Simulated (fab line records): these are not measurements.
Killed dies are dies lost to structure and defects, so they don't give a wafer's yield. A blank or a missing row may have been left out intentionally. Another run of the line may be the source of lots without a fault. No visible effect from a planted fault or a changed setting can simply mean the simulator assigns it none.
Struck lot and sound lot, side by side | flow sky130 | 33 steps out of a route of 708
Sound: the wafers L889.1, L889.2, L889.4. Struck: wafer L908.6 (L908.3, L908.5, from the same lot, were not struck and are left out); the cause is given at the end.
Order at every step that has rows: each side's tool, ch and its chambers, its first start. Under that, the readings that differ: sound wafers | struck wafers | difference of the means | sigmas: that difference in standard deviations of wafers without a fault.
alike: a reading whose means differ by less than 2 such deviations, as well as words and numbers matching on both sides. not compared: withheld readings; readings where some wafer has no value; bounds like >300 that might hide an equal value; numbers whose values overlap and for which the record gives no deviation.
A row with sigmas, a row that says differs or no value, or rows on one side alone: a step with any of these is where the two part. Numbers that have no deviation but don't overlap get no sigmas and don't part them. A reading that every wafer of one side lacks parts them only if that side has two wafers or more.

first, 4 steps without rows for these wafers: SKY_LOCAL_INTERCONNECT_SOFTBAKE_07 (time 90 s); SKY_LOCAL_INTERCONNECT_EXPOSE_08 (exposes mask LI1M, target cd 170 nm); SKY_LOCAL_INTERCONNECT_PEB_09; SKY_LOCAL_INTERCONNECT_DEVELOP_10 (develop time 60 s).
SKY_LOCAL_INTERCONNECT_CD_MEAS_11: the cd target is 170 nm.
  sound on cd-sem-02, day 30 07:03; struck on cd-sem-02, day 36 14:02
  alike: cd-nm
SKY_LOCAL_INTERCONNECT_OVL_MEAS_12:
  sound on overlay-02, day 30 07:10; struck on overlay-02, day 36 14:08
  alike: LOCAL_INTERCONNECT_OVL
then, 1 step without rows for these wafers: SKY_LOCAL_INTERCONNECT_ETCH_13 (etches BARC in N2/H2, stops on SiO2, time 45.9 s, target depth 60 nm).
SKY_LOCAL_INTERCONNECT_METAL_ETCH_14: etches TiN in Cl2/BCl3, stops on PSG, target depth 110 nm, time 31.4 s.
  sound on rie-metal-04 ch 0,1, day 30 07:16; struck on rie-metal-03 ch 1, day 36 14:14
  alike: drypump-motor-current-A, oes-product-au, throttle-valve-pct
  not compared: rf-hours-counter-h
SKY_LOCAL_INTERCONNECT_STRIP_15: strips in O2/N2.
  sound on plasma-asher-03 ch 0,1, day 30 07:19; struck on plasma-asher-04 ch 1, day 36 14:18
  alike: drypump-motor-current-A, oes-product-au, strip-time-to-endpoint-s
  not compared: rf-hours-counter-h
then, 3 steps without rows for these wafers: SKY_LOCAL_INTERCONNECT_STRIP_16 (strips in post etch residue remover, time 1200 s); SKY_LOCAL_INTERCONNECT_CLEAN_17 (cleans in IPA, time 180 s); SKY_LOCAL_INTERCONNECT_CLEAN_18 (cleans in O3/DIW).
SKY_CONTACT_CVD_00: deposits Si3N4, target thk 75 nm.
  sound on pecvd-01 ch 0,1, day 30 07:56; struck on pecvd-04 ch 2, day 36 14:52
  reading                                   | sound            | struck | difference | sigmas
  model.Si3N4_of_CONTACT_CVD_00.thk-nm (nm) | 72.7 74.33 74.39 | 83.98  | +10.17     |
  alike: heater-power-w
SKY_CONTACT_THK_MEAS_01:
  sound on film-metro-03, day 30 07:58; struck on film-metro-01, day 36 14:55
  reading                 | sound          | struck | difference | sigmas
  CONTACT_CVD_00_THK (nm) | 72.7 74.4 74.4 | 83.9   | +10.1      | +10
then, 1 step without rows for these wafers: SKY_CONTACT_HDPCVD_02 (deposits SiO2, target thk 565 nm, time 94.2 s).
SKY_CONTACT_THK_MEAS_03:
  sound on film-metro-01, day 30 08:05; struck on film-metro-03, day 36 15:02
  alike: CONTACT_HDPCVD_THK
SKY_CONTACT_CMP_04: polishes SiO2.
  sound on cmp-01 ch 1,2,3, day 30 08:09; struck on cmp-02 ch 1, day 36 15:11
  alike: motor-current-A, platen-rpm
SKY_CONTACT_BOW_MEAS_05:
  sound on film-metro-02, day 30 08:27; struck on film-metro-02, day 36 15:25
  alike: CONTACT_BOW
then, 8 steps without rows for these wafers: SKY_CONTACT_DEHYDRATE_06 (time 60 s); SKY_CONTACT_HMDS_07 (prime time 61.59 s); SKY_CONTACT_COAT_08 (resist thk 60 nm); SKY_CONTACT_COAT_09 (resist thk 450 nm); SKY_CONTACT_SOFTBAKE_10 (time 90 s); SKY_CONTACT_EXPOSE_11 (exposes mask CTM1, target cd 170 nm); SKY_CONTACT_PEB_12; SKY_CONTACT_DEVELOP_13 (develop time 60 s).
SKY_CONTACT_CD_MEAS_14: the cd target is 170 nm.
  sound on cd-sem-02, day 31 12:10; struck on cd-sem-02, day 37 16:08
  alike: cd-nm
SKY_CONTACT_OVL_MEAS_15:
  sound on overlay-01, day 31 12:17; struck on overlay-01, day 37 16:14
  alike: CONTACT_OVL
then, 1 step without rows for these wafers: SKY_CONTACT_ETCH_16 (etches BARC in N2/H2, stops on SiO2, time 45.9 s, target depth 60 nm).
SKY_CONTACT_ETCH_17: etches SiO2 in C4F8/O2/Ar, stops on Si3N4, target depth 340 nm.
  sound on rie-diel-03 ch 0,1,3, day 31 12:22; struck on rie-diel-02 ch 3, day 37 16:18
  alike: oes-product-au
SKY_CONTACT_ETCH_18: etches Si3N4 in CHF3/O2, stops on TiN, time 39 s, target depth 75 nm.
  sound on rie-diel-03 ch 0,1,3; struck on rie-diel-02 ch 3
  reading                  | sound             | struck | difference | sigmas
  oes-product-au (a.u.)    | 0.837 0.848 0.850 | 0.911  | +0.066     | +8
  throttle-valve-pct (%)   | 8.786 8.799 8.798 | 8.813  | +0.019     | +2
  model.etch.depth-nm (nm) | 72.7 74.33 74.39  | 83.98  | +10.17     |
  alike: drypump-motor-current-A
  not compared: rf-hours-counter-h
SKY_CONTACT_STRIP_19: strips in O2/N2.
  sound on plasma-asher-03 ch 0,1, day 31 12:28; struck on plasma-asher-04 ch 0, day 37 16:25
  alike: drypump-motor-current-A, oes-product-au, strip-time-to-endpoint-s
  not compared: rf-hours-counter-h
-- the record jumps here: 13 days lie between the struck wafers' starts before and after (it left off in module CONTACT and takes up again in module PAD_OPEN, whose first step shown is number 708 of the route) --
SKY_PAD_OPEN_PROBE_99:
  rows exist in the record for the struck wafers here (prober-02, day 50 08:20), but not for the sound ones

## WHERE THEY PART
Last at SKY_PAD_OPEN_PROBE_99 as far as this record goes, first at SKY_CONTACT_THK_MEAS_01.

WHY: whatever the simulator had introduced
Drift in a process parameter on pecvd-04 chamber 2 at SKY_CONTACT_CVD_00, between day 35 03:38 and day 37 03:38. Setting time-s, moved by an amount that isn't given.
